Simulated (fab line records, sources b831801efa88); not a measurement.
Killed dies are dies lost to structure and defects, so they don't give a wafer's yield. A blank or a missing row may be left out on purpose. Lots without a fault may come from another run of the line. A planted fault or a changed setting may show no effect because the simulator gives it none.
Problem report in the 8D (eight disciplines) form, filled by code | flow sky130 | the parts of the form that need people (team, actions taken, sign-off) are left out

1. THE PROBLEM
run_length_s at SKY_SONOS_ONO_WET_ETCH_16 reads a mean of 288 s on 6 wafers of 2 lots; wafers without a fault read 309 s with a standard deviation of 4.2. That is -5.1 standard deviations from the usual mean.
The step: etches SiO2 in dHF, target depth 14 nm, time 280 s.
First seen on wafer L616.1, day 18 15:52, on wet_bench-03. The record holds 36 wafers of 12 lots with a number at this step. Rule for "out", or "out of limits": more than 4 standard deviations from the usual mean. The other wafers with a number count as sound.

2. WHAT IT IS AND WHAT IT IS NOT
question                    | is                     | is not
which readings at this step | run_length_s           | -
which lots                  | L616, L619             | L598, L599, L601, L602, L603, L604, L605, L609, L620, L621
which wafers of those lots  | all that have a number | -
read on which tools         | wet_bench-03           | wet_bench-02, wet_bench-04
when                        | from day 18 15:52      | up to then (24 sound wafers); but 6 sound wafers of L620, L621 came after

3. SUSPECTS, AND WHAT RULES EACH OUT
Counting: a tool at a process step up to the reading stays a suspect if it ran every lot that is out and no sound lot after the first of them.
- wet_bench-03 at SKY_SONOS_ONO_WET_ETCH_16 (etches SiO2 in dHF, target depth 14 nm, time 280 s): kept. It ran every lot that is out, first L616 (day 18 15:52), and no sound lot after that; its last sound lot up to then is L609 (day 16 13:32). Its own readings are out on those wafers: run_length_s.
Left after counting: wet_bench-03 at SKY_SONOS_ONO_WET_ETCH_16.

4. THE CAUSE (what the simulator had put in)
Process parameter drift: wet_bench-03, from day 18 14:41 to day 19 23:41, at SKY_SONOS_ONO_WET_ETCH_16. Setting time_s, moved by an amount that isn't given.
Counting left only this tool.

5. THE CHAIN OF EFFECTS, in route order
Each row: a reading whose mean over the struck wafers that have a number lies more than 3 standard deviations from the usual. Only readings for which the record gives a usual standard deviation are gone through. hours: the time from each lot's start at the first step in this table that gives one to its start at this step, as a median over the lots. sigmas: the change in usual standard deviations.
hours | step                      | reading      | usual | on struck wafers | change | sigmas
0     | SKY_SONOS_ONO_WET_ETCH_16 | run_length_s | 309 s | 288              | -22    | -5.1
The process steps in it:
- SKY_SONOS_ONO_WET_ETCH_16: etches SiO2 in dHF, target depth 14 nm, time 280 s.

6. WHAT WOULD HAVE CAUGHT IT SOONER
In this record the first reading out of limits was taken at day 18 15:52, 1 hour after the fault began at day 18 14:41.
